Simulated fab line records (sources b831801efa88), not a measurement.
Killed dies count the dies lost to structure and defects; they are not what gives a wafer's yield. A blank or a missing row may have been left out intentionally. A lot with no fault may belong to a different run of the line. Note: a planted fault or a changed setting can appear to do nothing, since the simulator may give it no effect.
fab line records -- flow gf180mcu
[record] lots = 5, wafers = 15, lastDay = 34
route steps=602 shown MVSD@69 MVPSD@78 VT_IMPLANT@90
lots untouched by any fault: they come from a run of this same line in which no faults occurred
startH: hours from the record's opening day to when the first of the lot's shown wafers began -- waitH: hours elapsed since this lot's preceding step -- " identical to the entry in the row above -- L1.1+2: several wafers, shown together as one row -- - no value, or no start was given -- * or withheld: withheld -- < > ~ a bound
route shown NAME@n: names a module that has steps shown in the file, with the first one's number in the route -- usual: mean/standard deviation taken from wafers without a fault -- same: alike in all rows -- chamber/n: place in a boat -- sites: readings site by site -- _std_site: their standard deviation -- _edge_site: outer sites' mean less inner sites' -- radiusMm: how far each site lies from the wafer's centre -- mask NAME#n: copy n -- behind: the most recent tool/chamber to have shaped the wafer -- hold: why the lot went on hold/how many hours it stayed there/how the hold came to an end -- device: which transistor (n, p or np) failed to switch -- end of line: tests of these same wafers at the route's end -- where a step has no rows: the recipe by itself -- killed: dies lost to structure and defects at the first sort, not the wafer's yield -- map: dies across one wafer; x = killed, . = not, _ = none there
set.NAME: the setting the step ran with; set.NAME@STEP: the setting that earlier step ran with -- model.NAME: the simulator's own value behind a step, which no gauge read
a table for each step, a row for each wafer; lots at some steps of the route
services: a tool's chamber out of use, with start hour (startH, from the record's first day; less than 0 if before it), hours out, and reason
[[steps]]
[step GF_MVSD_SOFTBAKE_03]
[recipe] tempC = 110, timeS = withheld
lot.wafer,tool,chamber,startH,waitH
L077.1+2+4,lithoTrack-02,0,96.77,0.1
L079.2+3+4,lithoTrack-03,0,104.84,0.1
L080.1+4+5,lithoTrack-01,0,112.40,0.1
L093.2+4+5,lithoTrack-03,0,183.59,0.1
L097.3+5+6,lithoTrack-01,0,209.11,0.1
[step GF_MVSD_EXPOSE_04]
[recipe] maskId = MVSD, targetCdNm = 1000, na = 0.6, sourceShape = conventional, sigmaOuter = 0.6, doseMj = 260
[same] na = 0.6
lot.wafer,tool,chamber,startH,waitH,mask
L077.1+2+4,ilineStepper-01,0,-,-,MVSD#0
L079.2+3+4,ilineStepper-02,0,-,-,MVSD#0
L080.1+4+5,ilineStepper-02,0,-,-,MVSD#0
L093.2+4+5,ilineStepper-01,0,-,-,MVSD#0
L097.3+5+6,ilineStepper-02,0,-,-,MVSD#0
[step GF_MVSD_PEB_05]
[recipe] tempC = 115, timeS = withheld
lot.wafer,tool,chamber,startH,waitH
L077.1+2+4,lithoTrack-03,0,-,-
L079.2+3+4,lithoTrack-03,0,-,-
L080.1+4+5,lithoTrack-01,0,-,-
L093.2+4+5,lithoTrack-03,0,-,-
L097.3+5+6,lithoTrack-01,0,-,-
[step GF_MVSD_DEVELOP_06]
[recipe] wallAngleDeg = 90, developTimeS = 60, devTempC = 23
[usual] developerTempC = 22.99/0.1
lot.wafer,tool,chamber,startH,waitH,developerTempC
L077.1,lithoTrack-03,0,-,-,22.96
L077.2,lithoTrack-03,0,-,-,23.13
L077.4,lithoTrack-03,0,-,-,22.95
L079.2,lithoTrack-03,0,-,-,22.97
L079.3,lithoTrack-03,0,-,-,22.78
L079.4,lithoTrack-03,0,-,-,22.95
L080.1,lithoTrack-01,0,-,-,23.02
L080.4,lithoTrack-01,0,-,-,23.05
L080.5,lithoTrack-01,0,-,-,23.24
L093.2,lithoTrack-03,0,-,-,23.01
L093.4,lithoTrack-03,0,-,-,23.17
L093.5,lithoTrack-03,0,-,-,23.18
L097.3,lithoTrack-01,0,-,-,22.84
L097.5,lithoTrack-01,0,-,-,23.03
L097.6,lithoTrack-01,0,-,-,23.10
[step GF_MVSD_OVL_MEAS_07]
[usual] MVSD_OVL = -0.5/1.2
lot.wafer,tool,chamber,startH,waitH,MVSD_OVL[nm]
L077.1,overlay-02,-,104.35,-,2.0
L077.2,overlay-02,-,104.35,-,0.7
L077.4,overlay-02,-,104.35,-,-0.1
L079.2,overlay-02,-,111.66,-,-0.2
L079.3,overlay-02,-,111.66,-,-0.7
L079.4,overlay-02,-,111.66,-,-1.1
L080.1,overlay-01,-,120.60,-,1.3
L080.4,overlay-01,-,120.60,-,0.7
L080.5,overlay-01,-,120.60,-,0.5
L093.2,overlay-02,-,192.16,-,-2.3
L093.4,overlay-02,-,192.16,-,-0.6
L093.5,overlay-02,-,192.16,-,0.4
L097.3,overlay-01,-,217.86,-,-0.8
L097.5,overlay-01,-,217.86,-,0.1
L097.6,overlay-01,-,217.86,-,0.5
[step GF_MVSD_IMPLANT_08]
[recipe] species = P, energyKev = 400, doseCm2 = 1.6e+13, tiltDeg = 0
lot.wafer,tool,chamber,startH,waitH
L077.1+2+4,implanter-04,0,104.39,0.0
L079.2+3+4,implanter-02,0,111.72,0.0
L080.1+4+5,implanter-02,0,120.63,0.0
L093.2+4+5,implanter-02,0,192.21,0.0
L097.3+5+6,implanter-02,0,217.93,0.1
[step GF_MVSD_IMPLANT_09]
[recipe] species = P, energyKev = 100, doseCm2 = 5e+12, tiltDeg = 0
lot.wafer,tool,chamber,startH,waitH
L077.1+2+4,implanter-04,0,104.54,0.1
L079.2+3+4,implanter-02,0,111.87,0.1
L080.1+4+5,implanter-02,0,120.78,0.1
L093.2+4+5,implanter-02,0,192.36,0.1
L097.3+5+6,implanter-02,0,218.08,0.1
[step GF_MVSD_STRIP_10]
[recipe] chemistry = O2/N2, powerW = 1400, pressureMtorr = 1500, platenTempC = 250, o2FlowSccm = 3000, n2FlowSccm = 300, overashFraction = 0.5
[usual] drypumpMotorCurrentA = 6.0/0.38, heaterPowerW = 325/38, oesProductAu = 0.723/0.0046, stripTimeToEndpointS = 36.99/0.092
lot.wafer,tool,chamber,startH,waitH,drypumpMotorCurrentA,heaterPowerW,oesProductAu,rfHoursCounterH,stripTimeToEndpointS
L077.1,plasmaAsher-03,0,104.69,0.1,6.0,314,0.720,44,36.88
L077.2,plasmaAsher-03,1,104.69,0.1,5.8,262,0.722,44,36.84
L077.4,plasmaAsher-03,0,104.69,0.1,5.9,323,0.721,-,36.94
L079.2,plasmaAsher-03,0,111.99,0.1,6.0,321,0.728,45,37.09
L079.3,plasmaAsher-03,0,111.99,0.1,6.0,326,0.724,-,37.09
L079.4,plasmaAsher-03,1,111.99,0.1,5.9,252,0.729,-,37.10
L080.1,plasmaAsher-02,0,120.93,0.1,6.2,385,0.719,32,37.12
L080.4,plasmaAsher-02,1,120.93,0.1,6.0,339,0.718,-,37.15
L080.5,plasmaAsher-02,0,120.93,0.1,6.2,374,0.722,-,37.02
L093.2,plasmaAsher-04,1,192.49,0.1,6.6,351,0.722,53,36.89
L093.4,plasmaAsher-04,0,192.49,0.1,5.1,308,0.722,-,37.02
L093.5,plasmaAsher-04,1,192.49,0.1,6.6,350,0.727,-,36.98
L097.3,plasmaAsher-02,0,218.21,0.1,6.2,374,0.717,-,36.91
L097.5,plasmaAsher-02,1,218.21,0.1,5.9,331,0.724,-,37.07
L097.6,plasmaAsher-02,0,218.21,0.1,6.2,367,0.727,-,36.89
[step GF_MVSD_TW_MEAS_11]
[usual] MVSD_TW = 1605/9.8
lot.wafer,tool,chamber,startH,waitH,MVSD_TW
L077.1,filmMetro-03,-,104.79,0.1,1613
L077.2,filmMetro-03,-,104.79,0.1,1617
L077.4,filmMetro-03,-,104.79,0.1,1615
L079.2,filmMetro-02,-,112.10,0.1,1610
L079.3,filmMetro-02,-,112.10,0.1,1601
L079.4,filmMetro-02,-,112.10,0.1,1606
L080.1,filmMetro-03,-,121.03,0.1,1597
L080.4,filmMetro-03,-,121.03,0.1,1609
L080.5,filmMetro-03,-,121.03,0.1,1611
L093.2,filmMetro-02,-,192.60,0.1,1610
L093.4,filmMetro-02,-,192.60,0.1,1607
L093.5,filmMetro-02,-,192.60,0.1,1601
L097.3,filmMetro-03,-,218.30,0.1,1601
L097.5,filmMetro-03,-,218.30,0.1,1598
L097.6,filmMetro-03,-,218.30,0.1,1607
[step GF_MVPSD_DEHYDRATE_00]
[recipe] tempC = 200, timeS = 60
lot.wafer,tool,chamber,startH,waitH
L077.1+2+4,lithoTrack-01,0,111.00,6.2
L079.2+3+4,lithoTrack-04,0,119.45,7.3
L080.1+4+5,lithoTrack-03,0,127.55,6.5
L093.2+4+5,lithoTrack-01,0,200.17,7.6
L097.3+5+6,lithoTrack-03,0,226.75,8.4
[step GF_MVPSD_HMDS_01]
[recipe] primeTimeS = 60, primeTempC = 120
lot.wafer,tool,chamber,startH,waitH
L077.1+2+4,lithoTrack-01,0,111.15,0.1
L079.2+3+4,lithoTrack-04,0,119.60,0.1
L080.1+4+5,lithoTrack-03,0,127.70,0.1
L093.2+4+5,lithoTrack-01,0,200.32,0.1
L097.3+5+6,lithoTrack-03,0,226.90,0.1
[step GF_MVPSD_COAT_02]
[recipe] spinRpm = 2000, resistThkNm = 3000
lot.wafer,tool,chamber,startH,waitH
L077.1+2+4,lithoTrack-01,0,111.30,0.1
L079.2+3+4,lithoTrack-04,0,119.75,0.1
L080.1+4+5,lithoTrack-03,0,127.85,0.1
L093.2+4+5,lithoTrack-01,0,200.47,0.1
L097.3+5+6,lithoTrack-03,0,227.05,0.1
[step GF_MVPSD_SOFTBAKE_03]
[recipe] tempC = 110, timeS = withheld
lot.wafer,tool,chamber,startH,waitH
L077.1+2+4,lithoTrack-01,0,111.45,0.1
L079.2+3+4,lithoTrack-04,0,119.91,0.1
L080.1+4+5,lithoTrack-03,0,128.00,0.1
L093.2+4+5,lithoTrack-01,0,200.63,0.1
L097.3+5+6,lithoTrack-03,0,227.22,0.1
[step GF_MVPSD_EXPOSE_04]
[recipe] maskId = MVPSD, targetCdNm = 1000, na = 0.6, sourceShape = conventional, sigmaOuter = 0.6, doseMj = 260
[same] na = 0.6
lot.wafer,tool,chamber,startH,waitH,mask
L077.1+2+4,ilineStepper-02,0,-,-,MVPSD#0
L079.2+3+4,ilineStepper-01,0,-,-,MVPSD#0
L080.1+4+5,ilineStepper-02,0,-,-,MVPSD#0
L093.2+4+5,ilineStepper-02,0,-,-,MVPSD#0
L097.3+5+6,ilineStepper-02,0,-,-,MVPSD#0
[step GF_MVPSD_PEB_05]
[recipe] tempC = 115, timeS = withheld
lot.wafer,tool,chamber,startH,waitH
L077.1+2+4,lithoTrack-01,0,-,-
L079.2+3+4,lithoTrack-03,0,-,-
L080.1+4+5,lithoTrack-03,0,-,-
L093.2+4+5,lithoTrack-01,0,-,-
L097.3+5+6,lithoTrack-01,0,-,-
[step GF_MVPSD_DEVELOP_06]
[recipe] wallAngleDeg = 90, developTimeS = 60, devTempC = 23
[usual] developerTempC = 23.00/0.097
lot.wafer,tool,chamber,startH,waitH,developerTempC
L077.1,lithoTrack-01,0,-,-,22.82
L077.2,lithoTrack-01,0,-,-,22.87
L077.4,lithoTrack-01,0,-,-,22.73
L079.2,lithoTrack-03,0,-,-,22.96
L079.3,lithoTrack-03,0,-,-,23.04
L079.4,lithoTrack-03,0,-,-,22.91
L080.1,lithoTrack-03,0,-,-,22.86
L080.4,lithoTrack-03,0,-,-,23.01
L080.5,lithoTrack-03,0,-,-,22.95
L093.2,lithoTrack-01,0,-,-,22.85
L093.4,lithoTrack-01,0,-,-,22.90
L093.5,lithoTrack-01,0,-,-,22.94
L097.3,lithoTrack-01,0,-,-,22.83
L097.5,lithoTrack-01,0,-,-,22.92
L097.6,lithoTrack-01,0,-,-,23.00
[step GF_MVPSD_OVL_MEAS_07]
[usual] MVPSD_OVL = 0.3/1.3
lot.wafer,tool,chamber,startH,waitH,MVPSD_OVL[nm]
L077.1,overlay-02,-,119.00,-,0.4
L077.2,overlay-02,-,119.00,-,-0.7
L077.4,overlay-02,-,119.00,-,0.9
L079.2,overlay-02,-,127.21,-,-1.5
L079.3,overlay-02,-,127.21,-,-0.9
L079.4,overlay-02,-,127.21,-,-1.1
L080.1,overlay-01,-,136.25,-,1.7
L080.4,overlay-01,-,136.25,-,1.6
L080.5,overlay-01,-,136.25,-,0.8
L093.2,overlay-02,-,209.90,-,1.0
L093.4,overlay-02,-,209.90,-,1.3
L093.5,overlay-02,-,209.90,-,2.2
L097.3,overlay-01,-,236.91,-,0.0
L097.5,overlay-01,-,236.91,-,0.2
L097.6,overlay-01,-,236.91,-,0.5
[step GF_MVPSD_IMPLANT_08]
[recipe] species = B, energyKev = 170, doseCm2 = 1.5e+13, tiltDeg = 0
lot.wafer,tool,chamber,startH,waitH
L077.1+2+4,implanter-02,0,119.03,0.0
L079.2+3+4,implanter-01,0,127.27,0.0
L080.1+4+5,implanter-01,0,136.29,0.0
L093.2+4+5,implanter-02,0,209.96,0.0
L097.3+5+6,implanter-01,0,236.98,0.1
[step GF_MVPSD_IMPLANT_09]
[recipe] species = B, energyKev = 40, doseCm2 = 5e+12, tiltDeg = 0
lot.wafer,tool,chamber,startH,waitH
L077.1+2+4,implanter-02,0,119.18,0.1
L079.2+3+4,implanter-01,0,127.42,0.1
L080.1+4+5,implanter-01,0,136.59,0.2
L093.2+4+5,implanter-02,0,210.11,0.1
L097.3+5+6,implanter-01,0,237.13,0.1
[step GF_MVPSD_STRIP_10]
[recipe] chemistry = O2/N2, powerW = 1400, pressureMtorr = 1500, platenTempC = 250, o2FlowSccm = 3000, n2FlowSccm = 300, overashFraction = 0.5
[usual] drypumpMotorCurrentA = 5.7/0.53, heaterPowerW = 314/30, oesProductAu = 0.723/0.0048, stripTimeToEndpointS = 36.99/0.11
lot.wafer,tool,chamber,startH,waitH,drypumpMotorCurrentA,heaterPowerW,oesProductAu,rfHoursCounterH,stripTimeToEndpointS
L077.1,plasmaAsher-01,0,119.33,0.1,5.2,316,0.724,0,37.01
L077.2,plasmaAsher-01,1,119.33,0.1,5.3,315,0.717,0,36.99
L077.4,plasmaAsher-01,0,119.33,0.1,5.2,324,0.721,-,37.05
L079.2,plasmaAsher-01,1,127.54,0.1,5.3,322,0.720,1,36.89
L079.3,plasmaAsher-01,0,127.54,0.1,5.2,319,0.723,-,36.87
L079.4,plasmaAsher-01,1,127.54,0.1,5.3,316,0.718,-,36.88
L080.1,plasmaAsher-03,1,136.89,0.2,5.9,260,0.728,48,36.94
L080.4,plasmaAsher-03,0,136.89,0.2,5.9,325,0.728,-,36.94
L080.5,plasmaAsher-03,0,136.89,0.2,6.0,315,0.718,-,36.93
L093.2,plasmaAsher-04,0,210.23,0.1,5.1,308,0.727,56,36.95
L093.4,plasmaAsher-04,0,210.23,0.1,5.1,306,0.729,-,36.95
L093.5,plasmaAsher-04,0,210.23,0.1,5.1,312,0.734,-,37.08
L097.3,plasmaAsher-01,1,237.26,0.1,5.3,314,0.723,-,37.06
L097.5,plasmaAsher-01,1,237.26,0.1,5.3,321,0.722,-,37.10
L097.6,plasmaAsher-01,0,237.26,0.1,5.2,324,0.720,-,37.04
[step GF_MVPSD_TW_MEAS_11]
[usual] MVPSD_TW = 561.8/2.9
lot.wafer,tool,chamber,startH,waitH,MVPSD_TW
L077.1,filmMetro-03,-,119.43,0.1,563.2
L077.2,filmMetro-03,-,119.43,0.1,566.4
L077.4,filmMetro-03,-,119.43,0.1,567.7
L079.2,filmMetro-04,-,127.65,0.1,560.5
L079.3,filmMetro-04,-,127.65,0.1,560.0
L079.4,filmMetro-04,-,127.65,0.1,559.6
L080.1,filmMetro-03,-,136.99,0.1,561.3
L080.4,filmMetro-03,-,136.99,0.1,558.2
L080.5,filmMetro-03,-,136.99,0.1,565.4
L093.2,filmMetro-04,-,210.34,0.1,563.2
L093.4,filmMetro-04,-,210.34,0.1,560.8
L093.5,filmMetro-04,-,210.34,0.1,561.6
L097.3,filmMetro-04,-,237.35,0.1,564.4
L097.5,filmMetro-04,-,237.35,0.1,564.9
L097.6,filmMetro-04,-,237.35,0.1,563.7
[step GF_VT_IMPLANT_DEHYDRATE_00]
[recipe] tempC = 200, timeS = 60
lot.wafer,tool,chamber,startH,waitH
L077.1+2+4,lithoTrack-02,0,125.82,6.4
L079.2+3+4,lithoTrack-04,0,135.35,7.7
L080.1+4+5,lithoTrack-02,0,143.62,6.6
L093.2+4+5,lithoTrack-01,0,218.62,8.3
L097.3+5+6,lithoTrack-02,0,246.27,8.9
[[services]]
tool,chamber,startH,hours,kind
plasmaAsher-03,-,73.20,4.2,repair
ilineStepper-01,-,81.55,2.1,repair
implanter-01,-,82.21,4.2,repair
implanter-02,-,95.16,3.3,pm
implanter-01,-,95.58,25.1,pm
implanter-04,-,98.88,3.3,pm
ilineStepper-02,-,103.23,1.7,pm
plasmaAsher-01,-,108.75,9.0,pm
plasmaAsher-01,0,108.75,9.0,ventCycle
plasmaAsher-01,1,108.75,9.0,ventCycle
plasmaAsher-02,-,111.71,2.8,pm
plasmaAsher-04,-,112.18,2.6,repair
ilineStepper-01,-,114.59,3.4,repair
plasmaAsher-01,0,117.75,-,clean
plasmaAsher-01,1,117.75,-,clean
ilineStepper-01,-,164.46,1.7,pm
ilineStepper-01,-,167.84,5.8,repair
implanter-04,-,199.82,2.6,pm
implanter-01,-,216.54,3.5,pm
plasmaAsher-04,-,221.23,0.5,repair
implanter-02,-,226.90,6.7,repair
ilineStepper-02,-,240.74,2.1,pm
ilineStepper-02,-,242.83,-,consumableReplace:lamp
[[key]]
fault none
